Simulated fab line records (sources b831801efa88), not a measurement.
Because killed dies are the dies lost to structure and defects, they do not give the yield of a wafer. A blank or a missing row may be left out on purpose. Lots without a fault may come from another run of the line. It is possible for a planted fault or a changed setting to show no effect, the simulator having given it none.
fab line records | flow sky130
[record] lots = 5 | wafers = 15 | last_day = 50
route steps=708 shown FIELD_ISO@1 PAD_OPEN@708
lots untouched by any fault: they come from a run of this same line in which no faults occurred
start_h: start of the lot's first displayed wafer, in hours after the record's first day | wait_h: hours elapsed since this lot's preceding step | " as in the row above | L1.1+2: several wafers, shown together as one row | - no value, or no start was given | * or withheld: withheld | < > ~ a bound
route shown NAME@n: names a module that has steps shown in the file, with the first one's number in the route | usual: mean/standard deviation taken from wafers without a fault | same: alike in all rows | chamber/n: place in a boat | sites: the reading at each site | _std_site: the standard deviation of these | _edge_site: outer sites' mean less inner sites' | radius_mm: for every site, how far away it sits from the centre of the wafer | mask NAME#n: copy n | behind: the tool/chamber that last shaped the wafer | hold: the reason the lot was held/the length of the hold in hours/how it ended | device: names the non-switching transistor (n, p or np) | end of line: the route-end tests of the same wafers | step lacking rows: just its recipe | killed: dies lost to structure and defects at the first sort, not the wafer's yield | map: the dies of a wafer, with x for killed, . for not killed, _ for no die there
set.NAME: setting as actually run; set.NAME@STEP: the setting as run at that earlier step | model.NAME: the simulator's own value behind a step, which no gauge read
a table for each step, a row for each wafer; lots at some steps of the route
services: the hour from which a tool's chamber was out of use, counted from the record's first day as start_h (under 0 if before that day), plus the number of hours and why
[[steps]]
[step SKY_FIELD_ISO_BOW_MEAS_00]
[recipe] mode = bow
[usual] INCOMING_BOW = 1/6.6
lot.wafer | tool          | chamber | start_h | wait_h | INCOMING_BOW[um]
L540.2    | film_metro-02 | -       | 40.02   | -      | 1
L540.3    | "             | -       | "       | "      | -1
L540.6    | "             | -       | "       | "      | -7
L542.1    | film_metro-03 | -       | 50.00   | -      | -3
L542.2    | "             | -       | "       | "      | 1
L542.5    | "             | -       | "       | "      | -10
L551.3    | film_metro-02 | -       | 95.04   | -      | 7
L551.5    | "             | -       | "       | "      | -5
L551.6    | "             | -       | "       | "      | -1
L556.3    | film_metro-04 | -       | 120.04  | -      | -10
L556.4    | "             | -       | "       | "      | 9
L556.6    | "             | -       | "       | "      | -6
L557.3    | film_metro-03 | -       | 125.04  | -      | -1
L557.5    | "             | -       | "       | "      | -7
L557.6    | "             | -       | "       | "      | 10
[step SKY_FIELD_ISO_OXIDATION_01]
[recipe] temp_c = 900 | ambient = O2 | stabilise_s = 600 | purge_s = 300 | target_thk_a = 120 | ox_time_s = 1843
[step SKY_FIELD_ISO_THK_MEAS_02]
[recipe] reads = SiO2_of_FIELD_ISO_OXIDATION_01
[usual] FIELD_ISO_OXIDATION_00_THK = 12.11/0.25
lot.wafer | tool          | chamber | start_h | wait_h | FIELD_ISO_OXIDATION_00_THK[nm]
L540.2    | film_metro-02 | -       | 41.64   | 0.0    | 12.36
L540.3    | "             | -       | "       | "      | 12.19
L540.6    | "             | -       | "       | "      | 12.28
L542.1    | film_metro-02 | -       | 53.71   | 0.0    | 12.14
L542.2    | "             | -       | "       | "      | 12.29
L542.5    | "             | -       | "       | "      | 12.22
L551.3    | film_metro-02 | -       | 96.86   | 0.0    | 12.09
L551.5    | "             | -       | "       | "      | 12.14
L551.6    | "             | -       | "       | "      | 12.12
L556.3    | film_metro-04 | -       | 121.84  | 0.0    | 11.52
L556.4    | "             | -       | "       | "      | 11.60
L556.6    | "             | -       | "       | "      | 11.78
L557.3    | film_metro-02 | -       | 128.73  | 0.0    | 12.16
L557.5    | "             | -       | "       | "      | 11.91
L557.6    | "             | -       | "       | "      | 12.08
[step SKY_FIELD_ISO_CVD_03]
[recipe] material = Si3N4 | precursor = DCS/NH3 | target_thk_nm = 165 | temp_c = 770 | time_s = 2830 | pressure_mtorr = 250
[step SKY_FIELD_ISO_THK_MEAS_04]
[recipe] reads = Si3N4_of_FIELD_ISO_CVD_03
[usual] FIELD_ISO_CVD_03_THK = 165.0/1.7
lot.wafer | tool          | chamber | start_h | wait_h | FIELD_ISO_CVD_03_THK[nm]
L540.2    | film_metro-04 | -       | 43.49   | 0.0    | 166.1
L540.3    | "             | -       | "       | "      | 164.8
L540.6    | "             | -       | "       | "      | 164.9
L542.1    | film_metro-02 | -       | 55.56   | 0.0    | 163.6
L542.2    | "             | -       | "       | "      | 163.2
L542.5    | "             | -       | "       | "      | 163.7
L551.3    | film_metro-04 | -       | 98.71   | 0.0    | 164.7
L551.5    | "             | -       | "       | "      | 163.4
L551.6    | "             | -       | "       | "      | 163.9
L556.3    | film_metro-02 | -       | 123.69  | 0.0    | 163.4
L556.4    | "             | -       | "       | "      | 164.4
L556.6    | "             | -       | "       | "      | 164.2
L557.3    | film_metro-04 | -       | 136.28  | 0.0    | 167.3
L557.5    | "             | -       | "       | "      | 166.0
L557.6    | "             | -       | "       | "      | 165.7
[step SKY_FIELD_ISO_DEHYDRATE_05]
[recipe] temp_c = 200 | time_s = 60
[step SKY_FIELD_ISO_HMDS_06]
[recipe] prime_time_s = 60 | prime_temp_c = 120
[step SKY_FIELD_ISO_COAT_07]
[recipe] resist = BARC | temp_c = withheld | time_s = withheld | spin_rpm = 3000 | resist_thk_nm = 60
[step SKY_FIELD_ISO_COAT_08]
[recipe] resist = KrF-thick | spin_rpm = 3000 | resist_thk_nm = 450
[step SKY_FIELD_ISO_SOFTBAKE_09]
[recipe] temp_c = 100 | time_s = 90 | resist = KrF-thick
[step SKY_FIELD_ISO_EXPOSE_10]
[recipe] mask_id = FOM | na = 0.68 | source_shape = annular | sigma_inner = 0.4 | sigma_outer = 0.8 | target_cd_nm = 150 | dose_mj = 28
[same] sigma_outer = 0.8
lot.wafer  | tool           | chamber | start_h | wait_h | mask
L540.2+3+6 | krf_scanner-01 | 0       | 51.74   | -      | FOM#0
L542.1+2+5 | krf_scanner-01 | 0       | 64.48   | -      | FOM_R1#0
L551.3+5+6 | krf_scanner-01 | 0       | 107.76  | -      | FOM#0
L556.3+4+6 | krf_scanner-02 | 0       | 133.52  | -      | FOM#0
L557.3+5+6 | krf_scanner-01 | 0       | 146.21  | -      | FOM#0
[step SKY_FIELD_ISO_PEB_11]
[recipe] peb_temp_c = withheld | peb_time_s = withheld | resist = KrF-thick
[step SKY_FIELD_ISO_DEVELOP_12]
[recipe] develop_time_s = 60 | resist = KrF-thick | dev_temp_c = 21
[step SKY_FIELD_ISO_CD_MEAS_13]
[recipe] target_cd_nm = 150
[usual] cd_nm = 150.1/1.6
lot.wafer | tool      | chamber | start_h | wait_h | hold                     | cd_nm
L540.2    | cd_sem-01 | -       | 59.17   | -      | -                        | 147.9
L540.3    | "         | -       | "       | "      | -                        | 147.7
L540.6    | "         | -       | "       | "      | -                        | 147.3
L542.1    | cd_sem-02 | -       | 72.60   | -      | await_dispo/0.2h/release | 143.3
L542.2    | "         | -       | "       | "      | await_dispo/0.2h/release | 141.3
L542.5    | "         | -       | "       | "      | await_dispo/0.2h/release | 141.0
L542.1    | cd_sem-02 | -       | 73.11   | 0.5    | -                        | 143.3
L542.2    | "         | -       | "       | "      | -                        | 141.3
L542.5    | "         | -       | "       | "      | -                        | 140.9
L551.3    | cd_sem-01 | -       | 116.29  | -      | -                        | 149.5
L551.5    | "         | -       | "       | "      | -                        | 150.1
L551.6    | "         | -       | "       | "      | -                        | 150.1
L556.3    | cd_sem-02 | -       | 143.26  | -      | -                        | 150.0
L556.4    | "         | -       | "       | "      | -                        | 151.4
L556.6    | "         | -       | "       | "      | -                        | 151.7
L557.3    | cd_sem-02 | -       | 154.01  | -      | -                        | 151.6
L557.5    | "         | -       | "       | "      | -                        | 153.1
L557.6    | "         | -       | "       | "      | -                        | 154.6
[step SKY_FIELD_ISO_ETCH_14]
[recipe] chemistry = N2/H2 | target = BARC | ion_energy_ev = 200 | source_w = 500 | bias_w = 100 | pressure_mtorr = 30 | n2_flow_sccm = 100 | h2_flow_sccm = 200 | stop_on = SiO2 | time_s = 45.9 | target_depth_a = 600
[usual] drypump_motor_current_A = 5.7/0.39 | oes_product_au = 0.854/0.0053 | throttle_valve_pct = 13.224/0.0095
lot.wafer | tool        | chamber | start_h | wait_h | hold                     | drypump_motor_current_A | oes_product_au | rf_hours_counter_h | throttle_valve_pct | model.FIELD_ISO.cd_nm
L540.2    | rie_diel-04 | 2       | 59.27   | 0.1    | -                        | 6.1                     | 0.856          | 78                 | 13.217             | 147.4
L540.3    | "           | 1       | "       | "      | -                        | 6.2                     | 0.864          | 4                  | 13.225             | 147.8
L540.6    | "           | 2       | "       | "      | -                        | 6.1                     | 0.850          | -                  | 13.241             | 146.9
L542.1    | rie_diel-04 | 1       | 76.83   | 3.7    | await_dispo/3.6h/release | 6.2                     | 0.855          | 4                  | 13.237             | 143.4
L542.2    | "           | 3       | "       | "      | await_dispo/3.6h/release | 5.9                     | 0.844          | 107                | 13.211             | 141.2
L542.5    | "           | 3       | "       | "      | await_dispo/3.6h/release | 5.8                     | 0.860          | -                  | 13.233             | 141.3
L551.3    | rie_diel-03 | 0       | 116.37  | 0.1    | -                        | 6.2                     | 0.856          | 137                | 13.221             | 149.3
L551.5    | "           | 1       | "       | "      | -                        | 5.2                     | 0.850          | -                  | 13.207             | 150.2
L551.6    | "           | 2       | "       | "      | -                        | 5.4                     | 0.862          | -                  | 13.232             | 150.1
L556.3    | rie_diel-04 | 1       | 143.34  | 0.1    | -                        | 6.2                     | 0.861          | 6                  | 13.230             | 150.1
L556.4    | "           | 3       | "       | "      | -                        | 5.8                     | 0.859          | 109                | 13.230             | 151.9
L556.6    | "           | 3       | "       | "      | -                        | 5.8                     | 0.851          | -                  | 13.236             | 152.6
L557.3    | rie_diel-04 | 2       | 154.09  | 0.1    | -                        | 6.1                     | 0.857          | 80                 | 13.213             | 151.2
L557.5    | "           | 3       | "       | "      | -                        | 5.8                     | 0.849          | -                  | 13.218             | 153.1
L557.6    | "           | 0       | "       | "      | -                        | 5.6                     | 0.852          | -                  | 13.228             | 152.9
[step SKY_FIELD_ISO_ETCH_15]
[recipe] chemistry = CHF3/O2 | target_depth_nm = 180 | stop_on = Si | source_w = 600 | bias_w = 200 | pressure_mtorr = 40 | chf3_flow_sccm = 50 | O2_flow_sccm = 5 | time_s = 72
[usual] drypump_motor_current_A = 5.7/0.38 | oes_product_au = 0.946/0.0074 | throttle_valve_pct = 8.845/0.0092
lot.wafer | tool        | chamber | start_h | wait_h | drypump_motor_current_A | oes_product_au | rf_hours_counter_h | throttle_valve_pct
L540.2    | rie_diel-04 | 2       | 59.31   | 0.0    | 6.1                     | 0.954          | 78                 | 8.844
L540.3    | "           | 1       | "       | "      | 6.2                     | 0.948          | 4                  | 8.852
L540.6    | "           | 2       | "       | "      | 6.1                     | 0.943          | -                  | 8.854
L542.1    | rie_diel-04 | 1       | 76.87   | 0.0    | 6.2                     | 0.950          | 4                  | 8.847
L542.2    | "           | 3       | "       | "      | 5.9                     | 0.941          | 107                | 8.839
L542.5    | "           | 3       | "       | "      | 5.9                     | 0.945          | -                  | 8.846
L551.3    | rie_diel-03 | 0       | 116.41  | 0.0    | 6.2                     | 0.942          | 137                | 8.857
L551.5    | "           | 1       | "       | "      | 5.2                     | 0.931          | -                  | 8.829
L551.6    | "           | 2       | "       | "      | 5.4                     | 0.934          | -                  | 8.843
L556.3    | rie_diel-04 | 1       | 143.38  | 0.0    | 6.2                     | 0.945          | 6                  | 8.847
L556.4    | "           | 3       | "       | "      | 5.9                     | 0.940          | 109                | 8.828
L556.6    | "           | 3       | "       | "      | 5.8                     | 0.942          | -                  | 8.833
L557.3    | rie_diel-04 | 2       | 154.13  | 0.0    | 6.1                     | 0.955          | 80                 | 8.853
L557.5    | "           | 3       | "       | "      | 5.9                     | 0.956          | -                  | 8.863
L557.6    | "           | 0       | "       | "      | 5.6                     | 0.952          | -                  | 8.876
[step SKY_FIELD_ISO_STRIP_16]
[recipe] chemistry = O2/N2 | power_w = 1400 | pressure_mtorr = 1500 | platen_temp_c = withheld | o2_flow_sccm = 3000 | n2_flow_sccm = 300 | overash_fraction = 0.5
[usual] drypump_motor_current_A = 5.5/0.44 | oes_product_au = 0.377/0.0046 | strip_time_to_endpoint_s = 3.55/0.032
[same] overash_fraction = 0.5
lot.wafer | tool            | chamber | start_h | wait_h | drypump_motor_current_A | oes_product_au | rf_hours_counter_h | strip_time_to_endpoint_s
L540.2    | plasma_asher-02 | 0       | 59.36   | 0.0    | 5.2                     | 0.372          | 34                 | 3.50
L540.3    | "               | 0       | "       | "      | 5.2                     | 0.377          | -                  | 3.55
L540.6    | "               | 1       | "       | "      | 5.0                     | 0.375          | -                  | 3.52
L542.1    | plasma_asher-03 | 1       | 76.93   | 0.0    | 6.2                     | 0.375          | 27                 | 3.55
L542.2    | "               | 0       | "       | "      | 5.7                     | 0.378          | 27                 | 3.59
L542.5    | "               | 0       | "       | "      | 5.7                     | 0.371          | -                  | 3.58
L551.3    | plasma_asher-03 | 0       | 116.50  | 0.1    | 5.7                     | 0.381          | -                  | 3.57
L551.5    | "               | 1       | "       | "      | 6.2                     | 0.371          | -                  | 3.50
L551.6    | "               | 0       | "       | "      | 5.7                     | 0.377          | -                  | 3.53
L556.3    | plasma_asher-03 | 1       | 143.47  | 0.1    | 6.2                     | 0.376          | -                  | 3.52
L556.4    | "               | 0       | "       | "      | 5.7                     | 0.381          | -                  | 3.55
L556.6    | "               | 1       | "       | "      | 6.2                     | 0.380          | -                  | 3.57
L557.3    | plasma_asher-03 | 1       | 154.22  | 0.1    | 6.2                     | 0.367          | -                  | 3.52
L557.5    | "               | 0       | "       | "      | 5.6                     | 0.372          | -                  | 3.55
L557.6    | "               | 1       | "       | "      | 6.2                     | 0.375          | -                  | 3.53
[step SKY_FIELD_ISO_ETCH_17]
[recipe] target_depth_a = 3420 | mask_material = Si3N4 | chemistry = HBr/Cl2/O2 | target = Si | taper_deg = 5 | icp_w = 600 | bias_w = 150 | pressure_mtorr = 15 | HBr_flow_sccm = 150 | Cl2_flow_sccm = 40 | O2_flow_sccm = 6 | time_s = 97.7
[usual] drypump_motor_current_A = 5.8/0.37 | oes_product_au = 0.998/0.011 | throttle_valve_pct = 25.658/0.011
lot.wafer | tool      | chamber | start_h | wait_h | drypump_motor_current_A | oes_product_au | rf_hours_counter_h | throttle_valve_pct | model.FIELD_ISO.cd_nm
L540.2    | rie_si-01 | 0       | 59.46   | 0.1    | 6.1                     | 1.012          | 38                 | 25.648             | 148.5
L540.3    | "         | 1       | "       | "      | 6.1                     | 1.002          | 111                | 25.637             | 146.3
L540.6    | "         | 3       | "       | "      | 5.6                     | 0.987          | -                  | 25.671             | 147.2
L542.1    | rie_si-01 | 3       | 77.03   | 0.1    | 5.6                     | 1.000          | 145                | 25.669             | 142.4
L542.2    | "         | 0       | "       | "      | 6.1                     | 1.017          | 39                 | 25.643             | 139.4
L542.5    | "         | 1       | "       | "      | 6.2                     | 1.009          | -                  | 25.653             | 139.6
L551.3    | rie_si-01 | 0       | 116.57  | 0.0    | 6.1                     | 1.010          | 39                 | 25.658             | 148.7
L551.5    | "         | 1       | "       | "      | 6.1                     | 1.006          | -                  | 25.641             | 148.6
L551.6    | "         | 0       | "       | "      | 6.1                     | 1.005          | -                  | 25.649             | 149.4
L556.3    | rie_si-02 | 0       | 143.54  | 0.0    | 6.4                     | 0.980          | 2                  | 25.664             | 150
L556.4    | "         | 1       | "       | "      | 5.6                     | 0.977          | -                  | 25.655             | 150.3
L556.6    | "         | 3       | "       | "      | 5.7                     | 0.998          | -                  | 25.648             | 151.4
L557.3    | rie_si-01 | 2       | 154.29  | 0.0    | 5.6                     | 1.015          | 3                  | 25.636             | 150.5
L557.5    | "         | 3       | "       | "      | 5.6                     | 0.988          | -                  | 25.679             | 151
L557.6    | "         | 0       | "       | "      | 6.1                     | 0.992          | -                  | 25.653             | 151.2
[step SKY_FIELD_ISO_WET_ETCH_18]
[recipe] chemistry = H3PO4 | target_depth_nm = 25 | temp_c = 160 | target = Si3N4 | time_s = 286
[step SKY_PAD_OPEN_PROBE_99]
[usual] killed_at_M0_to_M3 = 45/7.5 | killed_at_M4_up = 3.2/1.8 | killed_at_contacts = 24/4.9 | killed_at_front_end = 15/4.4 | killed_at_other = 0.3/0.54 | killed_dies = 87/9.8 | killed_on_rim = 17/4.2 | killed_open = 47/6.4 | killed_short = 40/6.5
[same] gross_dies = 492 | killed_at_back_side = 0
lot.wafer | tool      | chamber | start_h | wait_h | killed_at_M0_to_M3 | killed_at_M4_up | killed_at_contacts | killed_at_front_end | killed_at_other | killed_dies | killed_on_rim | killed_open | killed_short | model.etest.pfet_g5v0d10v5.r_on_ohm_um | model.etest.res_pdiff.line_ohm_um | model.etest.res_ndiff.line_ohm_um | model.etest.sram_nfet_pass.drive_ua_um | model.etest.res_pdiff.width_nm | model.etest.res_ndiff.width_nm | model.etest.sram_pfet_latch.drive_ua_um
L540.2    | prober-02 | -       | 1110.22 | 0.1    | 48                 | 1               | 21                 | 4                   | 0               | 74          | 17            | 46          | 28           | 4801                                   | 1398                              | 775.4                             | 492.9                                  | 142.5                          | 155.3                          | 148.8
L540.3    | prober-02 | -       | 1110.27 | 0.2    | 39                 | 5               | 16                 | 20                  | 0               | 80          | 15            | 44          | 36           | 4820                                   | 1411                              | 790.4                             | 472.5                                  | 139.9                          | 152.9                          | 146.2
L540.6    | prober-02 | -       | 1110.42 | 0.2    | 48                 | 3               | 22                 | 19                  | 0               | 92          | 19            | 46          | 45           | 4857                                   | 1402                              | 789.7                             | 476.3                                  | 141.3                          | 153.3                          | 137.2
L542.1    | prober-01 | -       | 1135.51 | 0.1    | 36                 | 6               | 22                 | 15                  | 0               | 79          | 13            | 45          | 33           | 4769                                   | 1441                              | 818.1                             | 469.1                                  | 137.1                          | 149.1                          | 132.7
L542.2    | prober-01 | -       | 1135.56 | 0.1    | 44                 | 6               | 26                 | 11                  | 0               | 87          | 13            | 51          | 33           | 4912                                   | 1458                              | 826.5                             | 461.2                                  | 134                            | 146.2                          | 131.7
L542.5    | prober-01 | -       | 1135.71 | 0.2    | 50                 | 3               | 28                 | 12                  | 0               | 93          | 19            | 50          | 38           | 4822                                   | 1469                              | 821.3                             | 452.1                                  | 133.4                          | 146.9                          | 128.7
L551.3    | prober-01 | -       | 1182.22 | 0.2    | 55                 | 1               | 27                 | 16                  | 0               | 99          | 25            | 57          | 42           | 4742                                   | 1391                              | 777.8                             | 475.1                                  | 142.4                          | 156.1                          | 142.9
L551.5    | prober-01 | -       | 1182.32 | 0.2    | 34                 | 1               | 23                 | 7                   | 2               | 67          | 9             | 41          | 25           | 4757                                   | 1362                              | 767.8                             | 484.5                                  | 142.8                          | 154.9                          | 140.9
L551.6    | prober-01 | -       | 1182.37 | 0.2    | 42                 | 1               | 23                 | 21                  | 0               | 87          | 13            | 53          | 34           | 4722                                   | 1419                              | 770                               | 477.8                                  | 143.7                          | 156.2                          | 142.6
L556.3    | prober-02 | -       | 1197.69 | 0.2    | 37                 | 4               | 24                 | 17                  | 0               | 82          | 18            | 46          | 36           | 4758                                   | 1382                              | 764.9                             | 467.1                                  | 145.1                          | 157.3                          | 140.9
L556.4    | prober-02 | -       | 1197.74 | 0.2    | 39                 | 2               | 29                 | 12                  | 1               | 83          | 13            | 46          | 37           | 4734                                   | 1388                              | 765.7                             | 462.6                                  | 144.3                          | 156.6                          | 148.4
L556.6    | prober-02 | -       | 1197.84 | 0.2    | 41                 | 4               | 26                 | 11                  | 0               | 82          | 18            | 42          | 40           | 4703                                   | 1353                              | 770.9                             | 486.1                                  | 145.7                          | 158.7                          | 145.8
L557.3    | prober-01 | -       | 1203.06 | 0.2    | 38                 | 1               | 20                 | 10                  | 0               | 69          | 14            | 37          | 30           | 4760                                   | 1389                              | 770.5                             | 456                                    | 144.8                          | 158.1                          | 144.2
L557.5    | prober-01 | -       | 1203.16 | 0.2    | 45                 | 2               | 31                 | 17                  | 0               | 95          | 15            | 49          | 46           | 4730                                   | 1374                              | 757                               | 478.2                                  | 145.1                          | 157.9                          | 142.5
L557.6    | prober-01 | -       | 1203.21 | 0.2    | 38                 | 1               | 31                 | 10                  | 0               | 80          | 22            | 46          | 34           | 4765                                   | 1382                              | 765.5                             | 467.1                                  | 145.6                          | 158.6                          | 135.6
// killed by level:class
L540.2 VIA1:geometric_particle:open=13 VIA3:geometric_particle:open=11 LI_CONTACT:geometric_particle:open=6 LOCAL_INTERCONNECT:geometric_particle:short=5 VIA1:geometric_particle:short=4 METAL2:geometric_particle:short=4 VIA2:geometric_particle:open=4 VIA3:geometric_particle:short=4
L540.3 VIA2:geometric_particle:open=8 FIELD_ISO:geometric_particle:short=7 VIA3:geometric_particle:open=7 VIA1:geometric_particle:open=6 FIELD_ISO:geometric_particle:open=5 CONTACT:geometric_particle:short=5 CONTACT:geometric_particle:open=5 METAL2:geometric_particle:short=5
L540.6 VIA1:geometric_particle:open=12 CONTACT:geometric_particle:open=10 METAL1:geometric_particle:short=9 FIELD_ISO:geometric_particle:open=6 LOCAL_INTERCONNECT:geometric_particle:short=6 FIELD_ISO:geometric_particle:short=5 VIA3:geometric_particle:short=5 VIA2:geometric_particle:short=4
L542.1 VIA1:geometric_particle:open=8 FIELD_ISO:geometric_particle:short=7 VIA3:geometric_particle:open=7 LI_CONTACT:geometric_particle:open=7 CONTACT:geometric_particle:open=6 VIA2:geometric_particle:open=6 FIELD_ISO:geometric_particle:open=5 VIA1:geometric_particle:short=5
L542.2 VIA1:geometric_particle:open=10 LI_CONTACT:geometric_particle:open=9 VIA2:geometric_particle:open=8 CONTACT:geometric_particle:open=7 METAL2:geometric_particle:short=7 VIA3:geometric_particle:open=7 CONTACT:geometric_particle:short=5 POLY_GATE:geometric_particle:open=4
L542.5 CONTACT:geometric_particle:open=14 VIA1:geometric_particle:open=11 VIA2:geometric_particle:open=8 VIA3:geometric_particle:short=7 LI_CONTACT:geometric_particle:open=5 VIA3:geometric_particle:open=5 LI_CONTACT:geometric_particle:short=4 LOCAL_INTERCONNECT:geometric_particle:short=4
L551.3 VIA1:geometric_particle:open=13 LI_CONTACT:geometric_particle:open=12 VIA3:geometric_particle:open=11 CONTACT:geometric_particle:short=7 METAL1:geometric_particle:short=6 POLY_GATE:geometric_particle:short=5 VIA3:geometric_particle:short=5 CONTACT:geometric_particle:open=4
L551.5 CONTACT:geometric_particle:open=12 VIA1:geometric_particle:open=10 VIA2:geometric_particle:open=6 LI_CONTACT:geometric_particle:open=4 METAL1:geometric_particle:short=4 METAL2:geometric_particle:short=4 POLY_GATE:geometric_particle:short=3 LOCAL_INTERCONNECT:geometric_particle:short=3
L551.6 VIA1:geometric_particle:open=12 CONTACT:geometric_particle:open=11 VIA1:geometric_particle:short=8 LI_CONTACT:geometric_particle:open=7 POLY_GATE:geometric_particle:open=6 VIA3:geometric_particle:open=5 CONTACT:geometric_particle:short=4 METAL1:geometric_particle:short=4
L556.3 VIA1:geometric_particle:open=14 LI_CONTACT:geometric_particle:open=8 LOCAL_INTERCONNECT:geometric_particle:short=8 FIELD_ISO:geometric_particle:short=6 CONTACT:geometric_particle:open=6 POLY_GATE:geometric_particle:short=4 METAL1:geometric_particle:short=4 METAL2:geometric_particle:short=4
L556.4 CONTACT:geometric_particle:open=13 VIA1:geometric_particle:open=11 FIELD_ISO:geometric_particle:short=6 VIA3:geometric_particle:open=6 CONTACT:geometric_particle:short=5 LOCAL_INTERCONNECT:geometric_particle:short=5 LI_CONTACT:geometric_particle:short=4 METAL1:geometric_particle:short=4
L556.6 CONTACT:geometric_particle:open=13 METAL1:geometric_particle:short=8 VIA1:geometric_particle:open=7 LI_CONTACT:geometric_particle:open=6 METAL2:geometric_particle:short=6 VIA2:geometric_particle:open=6 FIELD_ISO:geometric_particle:short=5 FIELD_ISO:geometric_particle:open=4
L557.3 VIA1:geometric_particle:open=13 CONTACT:geometric_particle:open=8 VIA2:geometric_particle:open=7 LOCAL_INTERCONNECT:geometric_particle:short=5 FIELD_ISO:geometric_particle:open=4 VIA2:geometric_particle:short=4 CONTACT:geometric_particle:short=4 VIA3:geometric_particle:short=4
L557.5 CONTACT:geometric_particle:open=12 VIA1:geometric_particle:open=11 FIELD_ISO:geometric_particle:open=7 VIA2:geometric_particle:open=6 LI_CONTACT:geometric_particle:short=5 LI_CONTACT:geometric_particle:open=5 LOCAL_INTERCONNECT:geometric_particle:short=5 VIA2:geometric_particle:short=5
L557.6 CONTACT:geometric_particle:open=13 VIA1:geometric_particle:open=9 METAL1:geometric_particle:short=8 VIA2:geometric_particle:open=8 LI_CONTACT:geometric_particle:open=7 LOCAL_INTERCONNECT:geometric_particle:short=4 LI_CONTACT:geometric_particle:short=3 METAL3:geometric_particle:short=3
[[services]]
tool           | chamber | start_h | hours | kind
krf_scanner-02 | -       | 32.46   | 7.2   | pm
krf_scanner-02 | -       | 39.66   | 1.0   | pm
krf_scanner-02 | -       | 41.86   | 3.4   | repair
krf_scanner-02 | -       | 43.95   | 0.7   | repair
krf_scanner-01 | -       | 45.32   | 4.0   | pm
krf_scanner-01 | -       | 53.39   | 4.7   | repair
rie_si-02      | -       | 55.84   | 0.3   | repair
rie_si-01      | 2       | 57.53   | 9.0   | repair
krf_scanner-01 | -       | 58.05   | 0.8   | pm
krf_scanner-02 | -       | 61.37   | 1.3   | pm
rie_si-01      | 3       | 65.40   | 1.3   | repair
krf_scanner-01 | -       | 68.07   | 1.0   | pm
krf_scanner-02 | -       | 72.43   | 3.6   | pm
krf_scanner-02 | -       | 93.02   | 3.9   | repair
rie_si-02      | 3       | 93.97   | 1.1   | repair
krf_scanner-01 | -       | 95.29   | 0.2   | repair
krf_scanner-01 | -       | 102.43  | 4.4   | pm
krf_scanner-01 | -       | 111.16  | 2.8   | repair
rie_si-02      | 0       | 111.42  | 3.1   | repair
krf_scanner-01 | -       | 113.96  | 1.3   | pm
rie_diel-04    | 0       | 114.87  | -     | clean
rie_diel-04    | 0       | 114.87  | 25.0  | scheduled_down
rie_si-01      | 2       | 117.88  | 16.7  | repair
rie_diel-03    | 3       | 139.12  | 3.6   | repair
[[key]]
[first_sign] step = SKY_FIELD_ISO_EXPOSE_10 | reading = mask | direction = changed
[effect] step = SKY_FIELD_ISO_CD_MEAS_13 | reading = visit | direction = added
[effect] step = SKY_FIELD_ISO_CD_MEAS_13 | reading = cd_nm | direction = down | sigmas = 5.1 | usual = 150.1 | struck = 141.9
[model_effect] step = SKY_FIELD_ISO_ETCH_14 | value = FIELD_ISO.cd_nm | without = 149.9 | struck = 142
[model_effect] step = SKY_FIELD_ISO_ETCH_17 | value = FIELD_ISO.cd_nm | without = 148.3 | struck = 140.5
[model_effect] step = SKY_PAD_OPEN_PROBE_99 | value = etest.pfet_g5v0d10v5.r_on_ohm_um | without = 4745 | struck = 4834
met_at SKY_FIELD_ISO_EXPOSE_10
struck_wafers L542.1,L542.2,L542.5
tester_left_out L542
onset_between 51.74 64.48
[fault] kind = wrong_mask | tool = any | chamber = - | onset_h = 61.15 | steps = SKY_FIELD_ISO_EXPOSE_10 | aux_copy = FOM_R1#0 | cd_offset_nm = -8 | scope = struck_lots_only
// tester_left_out: of these lots the tester's yield and bins aren't shown, on N5 and GAA mostly nor the transistor test; their killed dies are dies lost to structure and defects alone, not to doping, threshold or leakage, so they don't give the yield
